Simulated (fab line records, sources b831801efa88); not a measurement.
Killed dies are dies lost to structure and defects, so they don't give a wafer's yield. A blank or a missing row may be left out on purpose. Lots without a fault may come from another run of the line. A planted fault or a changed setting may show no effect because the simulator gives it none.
Which tool did it? | flow sky130 | 6 lots, 18 wafers sampled, at 2 steps of a route of 708

WHAT THE GAUGES READ, wafer by wafer
SKY_SD_N_RS_MEAS_16: measures by four-point-probe.
lot  | measured     | on            | SD_N_RS (ohm/sq)
L255 | day 28 05:44 | film_metro-02 | 68.53 68.53 68.50
L256 | day 28 20:20 | film_metro-02 | 68.67 68.57 68.63
L259 | day 29 13:05 | film_metro-01 | 68.62 68.64 68.60
L267 | day 32 15:23 | film_metro-01 | 66.91 66.88 66.77
L272 | day 34 05:41 | film_metro-01 | 68.78 68.77 68.65
L276 | day 35 02:47 | film_metro-01 | 68.57 68.56 68.58

WHICH TOOL RAN EACH LOT (tool, then ch and the chambers of the sampled wafers, then the start)
lot  | SKY_SD_N_RTA_14
L255 | rtp_anneal-01 ch 0, day 28 05:34
L256 | rtp_anneal-02 ch 0, day 28 20:10
L259 | rtp_anneal-01 ch 0, day 29 12:51
L267 | rtp_anneal-01 ch 0, day 32 15:13
L272 | rtp_anneal-02 ch 0, day 34 05:31
L276 | rtp_anneal-02 ch 0, day 35 02:37
- SKY_SD_N_RTA_14: time 2 s.

THE ANSWER, worked out from the rows above alone
Rule: what is usual is taken from the lots themselves. Put in order of their means at a reading, lots are off if they are a third of the lots or fewer, leave a main group of 4 or more, and stand apart from it by a gap of 3 or more times the standard deviation of the main group's means; of several such gaps the widest counts. A main group whose means are all the same, to the digits that the tables above print for the reading, isn't used. A lot without any number at a reading at which 4 lots or more have one is off too. The other lots that the step has rows for count as sound.
Off: L267, at SKY_SD_N_RS_MEAS_16 (SD_N_RS). The main group: mean 68.61 ohm/sq, standard deviation 0.071.
A tool fits if, at a process step before that reading, it ran every lot that is off, and no sound lot after the first of them. The gauges at SKY_SD_N_RS_MEAS_16 are tried like those tools. One fits: rtp_anneal-01 at SKY_SD_N_RTA_14. Its last sound lot is L259 (day 29 12:51), its first lot that is off L267 (day 32 15:13): a fault that began between those two fits.

WHAT THE SIMULATOR HAD PUT IN
Process parameter drift: rtp_anneal-01, from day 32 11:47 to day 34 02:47, at SKY_SD_N_RTA_14. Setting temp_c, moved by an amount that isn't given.
Lots struck among those shown: L267. The rule above found the same.
